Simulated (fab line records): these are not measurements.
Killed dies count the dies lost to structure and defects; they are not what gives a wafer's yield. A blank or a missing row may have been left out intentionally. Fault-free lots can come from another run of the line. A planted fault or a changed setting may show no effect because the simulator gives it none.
Which of the tools did it?	flow gf180mcu	36 wafers from 12 lots sampled at 5 of the route's 602 steps

== WHAT THE GAUGES READ, wafer by wafer ==
GF_V5_THK_MEAS_03. Usual: V5_CVD_02_THK typically reads 1452 nm, with standard deviation 16.
lot	measured	on	V5_CVD_02_THK (nm)	flag
L813	day 26 05:15	film_metro-01	1416 1446 1438	
L815	day 27 06:02	film_metro-03	1455 1456 1449	
L819	day 28 15:49	film_metro-01	1441 1458 1474	
L820	day 28 19:15	film_metro-03	1453 1426 1469	
L821	day 28 20:25	film_metro-01	1431 1487 1479	
L823	day 29 17:34	film_metro-01	1450 1426 1455	
L824	day 29 18:01	film_metro-02	1458 1448 1452	
L825	day 30 07:16	film_metro-01	1425 1456 1462	
L829	day 31 09:50	film_metro-03	1227 1206 1249	OFF
L830	day 31 12:48	film_metro-03	1251 1234 1246	OFF
L831	day 32 01:53	film_metro-01	1240 1231 1269	OFF
L836	day 32 20:20	film_metro-01	1443 1450 1470	

GF_V5_CD_MEAS_14 targets a cd of 260 nm. Usual: cd_nm reads 259.9 nm (standard deviation 1.1).
lot	measured	on	cd_nm (nm)	flag
L813	day 27 02:19	cd_sem-01	259.4 260.2 261.3	
L815	day 28 02:24	cd_sem-01	260.0 260.7 260.4	
L819	day 29 14:43	cd_sem-01	259.0 259.7 259.2	
L820	day 29 16:50	cd_sem-01	258.4 258.6 259.3	
L821	day 29 18:22	cd_sem-02	259.8 262.0 261.5	
L823	day 30 12:38	cd_sem-02	259.6 258.8 260.0	
L824	day 30 13:19	cd_sem-01	259.2 259.0 258.8	
L825	day 31 01:34	cd_sem-01	260.5 260.7 260.3	
L829	day 32 03:40	cd_sem-02	259.5 260.9 261.3	
L830	day 32 06:19	cd_sem-02	259.3 258.4 258.9	
L831	day 32 18:53	cd_sem-01	260.0 260.6 260.4	
L836	day 33 13:03	cd_sem-01	260.1 260.8 261.9	

== TOOL THAT RAN EACH LOT (tool first, then ch and the chambers of the sampled wafers, then the start) ==
lot	GF_V4_ETCH_17	GF_M5_ETCH_09	GF_V5_CVD_02
L813	rie_diel-04 ch 0,1,3, day 26 04:20 or earlier	rie_diel-02 ch 0,2, day 26 04:20	pecvd-03 ch 0,1, day 26 05:09
L815	rie_diel-04 ch 0,1,2, day 27 04:56 or earlier	rie_diel-03 ch 1,3, day 27 04:56	pecvd-03 ch 0, day 27 05:52
L819	rie_diel-04 ch 0,2,3, day 28 14:53 or earlier	rie_diel-02 ch 0,2, day 28 14:53	pecvd-03 ch 0,2, day 28 15:42
L820	rie_diel-02 ch 1,2,3, day 28 18:20 or earlier	rie_diel-03 ch 0,1,3, day 28 18:20	pecvd-03 ch 0,2, day 28 19:08
L821	rie_diel-02 ch 1,2, day 28 19:29 or earlier	rie_diel-03 ch 0,1,2, day 28 19:29	pecvd-01 ch 0,1,2, day 28 20:18
L823	rie_diel-01 ch 0,2, day 29 16:38 or earlier	rie_diel-03 ch 2,3, day 29 16:38	pecvd-03 ch 0,1,2, day 29 17:27
L824	rie_diel-02 ch 0,2,3, day 29 17:07 or earlier	rie_diel-03 ch 1,2,3, day 29 17:07	pecvd-04 ch 0,1,2, day 29 17:54
L825	rie_diel-04 ch 1,2, day 30 06:23 or earlier	rie_diel-02 ch 0,1,3, day 30 06:23	pecvd-01 ch 0,1,2, day 30 07:10
L829	rie_diel-02 ch 2,3, day 31 08:47 or earlier	rie_diel-02 ch 0,3, day 31 08:47	pecvd-03 ch 0,2, day 31 09:44
L830	rie_diel-02 ch 0,1,2, day 31 11:55 or earlier	rie_diel-02 ch 2,3, day 31 11:55	pecvd-03 ch 1,2, day 31 12:42
L831	rie_diel-02 ch 1,2,3, day 32 00:59 or earlier	rie_diel-03 ch 0,1, day 32 00:59	pecvd-03 ch 1,2, day 32 01:47
L836	rie_diel-02 ch 0,2,3, day 32 19:23 or earlier	rie_diel-04 ch 1,2,3, day 32 19:23	pecvd-01 ch 0,1, day 32 20:13
- GF_V4_ETCH_17: etches SiO2 in C4F8/O2/Ar, stops on TiN, target depth 630 nm.
- GF_M5_ETCH_09: etches Si3N4 in CF4/O2, target depth 52 nm, time 11.6 s.
- GF_V5_CVD_02: deposits SiO2 from TEOS, target thk 1450 nm, time 163.28 s.

== WHAT THE TOOLS THEMSELVES READ (means of the sampled wafers that have a number; where no wafer has one, the mark that the record gives instead) ==
GF_V4_ETCH_17. Usual: oes_product_au reads 0.855 a.u. (standard deviation 0.0049).
lot	tool	oes_product_au (a.u.)	flag
L813	rie_diel-04	0.852	
L815	rie_diel-04	0.860	
L819	rie_diel-04	0.855	
L820	rie_diel-02	0.850	
L821	rie_diel-02	0.857	
L823	rie_diel-01	0.856	
L824	rie_diel-02	0.855	
L825	rie_diel-04	0.855	
L829	rie_diel-02	0.856	
L830	rie_diel-02	0.858	
L831	rie_diel-02	0.853	
L836	rie_diel-02	0.860	

GF_M5_ETCH_09. Usual: drypump_motor_current_A 5.8 A, standard deviation 0.36; oes_product_au 1.002 a.u., standard deviation 0.0081; throttle_valve_pct 5.972 %, standard deviation 0.0095.
lot	tool	drypump_motor_current_A (A)	oes_product_au (a.u.)	throttle_valve_pct (%)	flag
L813	rie_diel-02	5.7	1.004	5.978	
L815	rie_diel-03	5.9	1.011	5.972	
L819	rie_diel-02	5.8	1.000	5.975	
L820	rie_diel-03	5.8	1.005	5.980	
L821	rie_diel-03	5.7	1.015	5.974	
L823	rie_diel-03	6.0	1.015	5.983	
L824	rie_diel-03	5.9	1.003	5.975	
L825	rie_diel-02	5.6	0.999	5.975	
L829	rie_diel-02	5.9	0.995	5.976	
L830	rie_diel-02	5.8	1.004	5.963	
L831	rie_diel-03	5.6	1.001	5.979	
L836	rie_diel-04	6.2	0.993	5.964	

GF_V5_CVD_02. Usual: heater_power_w 621 W, standard deviation 93; rf_fwd_power_W 598.0 W, standard deviation 1.8.
lot	tool	heater_power_w (W)	rf_fwd_power_W (W)	flag
L813	pecvd-03	578	597.2	
L815	pecvd-03	619	597.9	
L819	pecvd-03	668	596.6	
L820	pecvd-03	732	598.0	
L821	pecvd-01	624	598.1	
L823	pecvd-03	622	599.6	
L824	pecvd-04	578	596.8	
L825	pecvd-01	627	596.5	
L829	pecvd-03	780	358.2	OFF
L830	pecvd-03	779	356.8	OFF
L831	pecvd-03	715	359.1	OFF
L836	pecvd-01	668	598.9	

== THE ANSWER, worked out from the rows above alone ==
Rule: lot off if the mean of its wafers having a number is beyond 3 standard deviations from the usual mean. Also off: a lot with no number at a reading for which 4 or more lots have one. All remaining lots with rows at the step are treated as sound. Order of review: gauges by route order, followed by the tools' own readings, for which a lot's mean as printed above is used. At the first step where some lot is off, the reading lying furthest off is the one used; lots without a number count as furthest.
Off: L829, L830, L831, seen at GF_V5_THK_MEAS_03 (V5_CVD_02_THK).
A tool fits if, at a process step before that reading, it ran every lot that is off, and no sound lot after the first of them. Not tried: the gauges at GF_V5_THK_MEAS_03; whatever is off there is also off at GF_V5_CVD_02, on other tools, and gauge error can't account for it. With no start given for some of its lots, GF_V4_ETCH_17 uses the hours and lot order of GF_M5_ETCH_09. One fits: GF_V5_CVD_02 on pecvd-03. Its last sound lot is L823 (day 29 17:27), its first lot that is off L829 (day 31 09:44): a fault that began between those two fits.
On the lots that are off, the tool's own readings at GF_V5_CVD_02 differ by more than 5 times the standard deviation of the sound lots' means, which bears it out; rf_fwd_power_W reads 358.0 W there versus 597.7 W on the sound lots.

== WHAT HAD BEEN PUT IN BY THE SIMULATOR ==
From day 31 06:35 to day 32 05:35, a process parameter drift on pecvd-03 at GF_V5_CVD_02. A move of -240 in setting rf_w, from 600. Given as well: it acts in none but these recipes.
Struck lots among those shown: L829, L830, L831. The same result came from the rule above.
